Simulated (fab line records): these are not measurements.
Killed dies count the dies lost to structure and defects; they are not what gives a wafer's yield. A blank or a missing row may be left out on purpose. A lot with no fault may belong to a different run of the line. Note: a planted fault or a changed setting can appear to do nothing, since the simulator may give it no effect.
Struck lot and sound lot, side by side || flow sky130 || 43 out of 708 route steps
Sound: the wafers L635.2, L635.4, L635.6. Struck: wafer L645.6 (left out: L645.1, L645.5 of the same lot, which were not struck); the cause appears at the end.
Order at every step that has rows: each side's tool, ch and its chambers, its first start. Under that, the readings that differ: sound wafers || struck wafers || difference of the means || sigmas: that difference in standard deviations of wafers without a fault.
alike: readings with means less than 2 such deviations apart, plus words and numbers identical on both sides. not compared: withheld readings, readings lacking a value on some wafer, bounds such as >300 that could conceal the same value, and numbers that have no deviation in the record and whose values overlap.
The two part at a step that has a row with sigmas, a row that says differs or no value, or rows on one side only. When numbers do not overlap yet have no deviation, they are printed without sigmas and do not part them. Lack of a reading on every wafer of one side parts them only where that side has two or more wafers.

first, 1 step without rows for these wafers: SKY_LDD_P_IMPLANT_09.
SKY_LDD_P_STRIP_10: strips in O2/N2.
  sound on plasma_asher-04 ch 1, day 19 06:12; struck on plasma_asher-01 ch 1, day 23 04:37
{"reading": "strip_time_to_endpoint_s (s)", "sound": "14.13 14.15 14.11", "struck": 14.23, "difference": "+0.10", "sigmas": "+3"}
  alike: drypump_motor_current_A, o2_flow_sccm, oes_product_au
  not compared: rf_hours_counter_h
SKY_LDD_P_TW_MEAS_11:
  sound on film_metro-03, day 19 06:19; struck on film_metro-02, day 23 04:43
  alike: LDD_P_TW
then, 7 steps without rows for these wafers: SKY_LDD_HVN_DEHYDRATE_00 (time 60 s); SKY_LDD_HVN_HMDS_01 (prime time 60 s); SKY_LDD_HVN_COAT_02 (resist thk 300 nm); SKY_LDD_HVN_SOFTBAKE_03 (time 60 s); SKY_LDD_HVN_EXPOSE_04 (exposes mask HVNTM, target cd 700 nm); SKY_LDD_HVN_PEB_05; SKY_LDD_HVN_DEVELOP_06 (develop time 60 s).
SKY_LDD_HVN_OVL_MEAS_07:
  sound on overlay-02, day 20 13:03; struck on overlay-01, day 24 10:40
  alike: LDD_HVN_OVL
next, for these wafers, 1 step has no rows: SKY_LDD_HVN_IMPLANT_08.
SKY_LDD_HVN_STRIP_09: strips in O2/N2.
  sound on plasma_asher-04 ch 0,1, day 20 13:14; struck on plasma_asher-04 ch 0, day 24 10:52
  alike: drypump_motor_current_A, o2_flow_sccm, oes_product_au, strip_time_to_endpoint_s
  not compared: rf_hours_counter_h
SKY_LDD_HVN_TW_MEAS_10:
  sound on film_metro-01, day 20 13:20; struck on film_metro-04, day 24 10:58
  alike: LDD_HVN_TW
then, 7 steps without rows for these wafers: SKY_LDD_HVP_DEHYDRATE_00 (time 60 s); SKY_LDD_HVP_HMDS_01 (prime time 60 s); SKY_LDD_HVP_COAT_02 (resist thk 300 nm); SKY_LDD_HVP_SOFTBAKE_03 (time 60 s); SKY_LDD_HVP_EXPOSE_04 (exposes mask HVPTM, target cd 700 nm); SKY_LDD_HVP_PEB_05; SKY_LDD_HVP_DEVELOP_06 (develop time 60 s).
SKY_LDD_HVP_OVL_MEAS_07:
  sound on overlay-02, day 21 20:16; struck on overlay-01, day 25 16:16
  alike: LDD_HVP_OVL
next, for these wafers, 1 step has no rows: SKY_LDD_HVP_IMPLANT_08.
SKY_LDD_HVP_STRIP_09: strips in O2/N2.
  sound on plasma_asher-01 ch 0,1, day 21 20:27; struck on plasma_asher-03 ch 1, day 25 16:27
{"reading": "drypump_motor_current_A (A)", "sound": "6.10 6.11 5.61", "struck": 5.15, "difference": -0.79, "sigmas": -3}
  alike: o2_flow_sccm, oes_product_au, strip_time_to_endpoint_s
  not compared: rf_hours_counter_h
SKY_LDD_HVP_TW_MEAS_10:
  sound on film_metro-03, day 21 20:34; struck on film_metro-02, day 25 16:33
{"reading": "LDD_HVP_TW", "sound": "455.7 452.9 452.7", "struck": 448.4, "difference": -5.4, "sigmas": -2}
then, 7 steps without rows for these wafers: SKY_LDD_LDN_DEHYDRATE_00 (time 60 s); SKY_LDD_LDN_HMDS_01 (prime time 60 s); SKY_LDD_LDN_COAT_02 (resist thk 1140 nm); SKY_LDD_LDN_SOFTBAKE_03 (time 60 s); SKY_LDD_LDN_EXPOSE_04 (exposes mask LDNTM, target cd 700 nm); SKY_LDD_LDN_PEB_05; SKY_LDD_LDN_DEVELOP_06 (develop time 60 s).
SKY_LDD_LDN_OVL_MEAS_07:
  sound on overlay-01, day 23 02:20; struck on overlay-01, day 26 21:11
  alike: LDD_LDN_OVL
then, 4 steps without rows for these wafers: SKY_LDD_LDN_IMPLANT_08; SKY_LDD_LDN_IMPLANT_09; SKY_LDD_LDN_IMPLANT_10; SKY_LDD_LDN_IMPLANT_11.
SKY_LDD_LDN_STRIP_12: strips in O2/N2.
  sound on plasma_asher-02 ch 0, day 23 02:58; struck on plasma_asher-04 ch 0, day 26 21:49
{"reading": "o2_flow_sccm (sccm)", "sound": "2996 3013 2994", "struck": 3032, "difference": "+31", "sigmas": "+3"}
  alike: drypump_motor_current_A, oes_product_au, strip_time_to_endpoint_s
  not compared: rf_hours_counter_h
SKY_LDD_LDN_TW_MEAS_13:
  sound on film_metro-02, day 23 03:04; struck on film_metro-02, day 26 21:55
  alike: LDD_LDN_TW
then, 2 steps without rows for these wafers: SKY_LDD_LDN_CLEAN_14 (cleans in SC1/SC2, time 150 s); SKY_SPACER_CVD_00 (deposits Si3N4 from DCS/NH3, target thk 43.1 nm, time 740 s).
SKY_SPACER_THK_MEAS_01:
  sound on film_metro-04, day 23 04:23; struck on film_metro-02, day 27 00:11
  alike: SPACER_CVD_00_THK
-- the record jumps here: 22 days lie between the struck wafers' starts before and after (it left off in module SPACER and takes up again in module PAD_OPEN, whose first step shown is number 708 of the route) --
SKY_PAD_OPEN_PROBE_99:
  sound on prober-01, day 46 01:14; struck on prober-01, day 48 18:44
{"reading": "killed_at_front_end", "sound": "17 18 23", "struck": 42, "difference": "+23", "sigmas": "+5"}
{"reading": "killed_dies", "sound": "83 84 105", "struck": 127, "difference": "+36", "sigmas": "+4"}
{"reading": "killed_open", "sound": "40 39 49", "struck": 61, "difference": "+18", "sigmas": "+3"}
  alike: killed_at_M0_to_M3, killed_at_M4_up, killed_at_contacts, killed_at_other, killed_short

== WHERE THEY PART ==
Last at SKY_PAD_OPEN_PROBE_99 as far as this record goes, first at SKY_LDD_P_STRIP_10.

WHY: the cause the simulator had injected
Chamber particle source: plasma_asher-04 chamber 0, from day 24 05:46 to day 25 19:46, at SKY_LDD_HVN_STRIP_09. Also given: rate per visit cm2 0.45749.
